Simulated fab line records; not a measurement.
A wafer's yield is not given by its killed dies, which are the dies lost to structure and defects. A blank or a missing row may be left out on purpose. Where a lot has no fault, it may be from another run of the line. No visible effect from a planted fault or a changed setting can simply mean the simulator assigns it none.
A struck lot beside a sound one || flow gf180mcu || 15 steps out of a route of 602
Sound: these wafers, L685.1, L685.2, L685.3. Wafers L689.1, L689.3, L689.5 were the ones struck. The cause is named last.
For every step that has rows: the tool of each side, followed by ch and its chambers, followed by its first start. Under that, the readings that differ: sound wafers || struck wafers || difference of the means || sigmas: that difference in standard deviations of wafers without a fault.
alike: readings whose means differ by less than 2 such deviations, and words and numbers that are the same on both sides. not compared: withheld readings, readings that some wafer has no value for, bounds like >300 that may hide the same value, and numbers for which the record gives no deviation and whose values overlap.
A row with sigmas, a row that says differs or no value, or rows on one side alone: a step with any of these is where the two part. Non-overlapping numbers with no deviation appear without sigmas and do not part them. A reading missing from all wafers of one side parts the sides only when that side holds two or more wafers.

first, 6 steps without rows for these wafers: GF_PSD_HMDS_01 (prime time 60 s); GF_PSD_COAT_02 (resist thk 1000 nm); GF_PSD_SOFTBAKE_03 (time 60 s); GF_PSD_EXPOSE_04 (exposes mask Pplus, target cd 400 nm); GF_PSD_PEB_05; GF_PSD_DEVELOP_06 (develop time 60 s).
GF_PSD_CD_MEAS_07: target cd 400 nm.
  sound on cd-sem-02, day 14 12:15; struck on cd-sem-02, day 15 23:12
  alike: cd-nm
GF_PSD_OVL_MEAS_08:
  sound on overlay-01, day 14 12:22; struck on overlay-01, day 15 23:19
  alike: PSD_OVL
next, for these wafers, 1 step has no rows: GF_PSD_IMPLANT_09.
GF_PSD_STRIP_10: strips in O2/N2.
  sound on plasma-asher-04 ch 0,1, day 14 12:33; struck on plasma-asher-03 ch 0,1, day 15 23:30
{"reading": "oes-product-au (a.u.)", "sound": "0.601 0.594 0.592", "struck": "0.587 0.586 0.583", "difference": -0.010, "sigmas": -2}
  alike: drypump-motor-current-A, heater-power-w, strip-time-to-endpoint-s
  not compared: rf-hours-counter-h
GF_PSD_TW_MEAS_11:
  sound on film-metro-01, day 14 12:39; struck on film-metro-01, day 15 23:37
  alike: PSD_TW
then, 1 step without rows for these wafers: GF_PSD_CLEAN_12 (cleans in SC1/SC2, time 150 s).
GF_PSD_RTA_13: time 20 s.
  sound on rtp-anneal-01 ch 0, day 14 12:46; struck on rtp-anneal-01 ch 0, day 15 23:43
{"reading": "lamp-power-pct (%)", "sound": "27.0 27.0 27.1", "struck": "30.3 30.3 30.2", "difference": "+3.2", "sigmas": "+2"}
{"reading": "wafer_temp_C_max", "sound": "1029.1 1028.2 1028.2", "struck": "1072.0 1072.4 1072.8", "difference": "+43.9", "sigmas": "+50"}
  alike: chamber-o2-ppm
GF_PSD_RS_MEAS_14: a four-point-probe measurement.
  sound on film-metro-02, day 14 12:51; struck on film-metro-03, day 16 00:05
{"reading": "NSD_RS (ohm/sq)", "sound": "46.27 46.10 46.23", "struck": "39.89 39.92 39.81", "difference": -6.33, "sigmas": -74}
  not compared: hold
GF_PASSIVATION_PROBE_99:
  rows exist in the record for the sound wafers here (prober-01, day 29 08:41), none for the struck ones

WHERE THEY PART
At GF_PSD_STRIP_10 first; at GF_PASSIVATION_PROBE_99 last (within this record only).

WHY: whatever the simulator had introduced
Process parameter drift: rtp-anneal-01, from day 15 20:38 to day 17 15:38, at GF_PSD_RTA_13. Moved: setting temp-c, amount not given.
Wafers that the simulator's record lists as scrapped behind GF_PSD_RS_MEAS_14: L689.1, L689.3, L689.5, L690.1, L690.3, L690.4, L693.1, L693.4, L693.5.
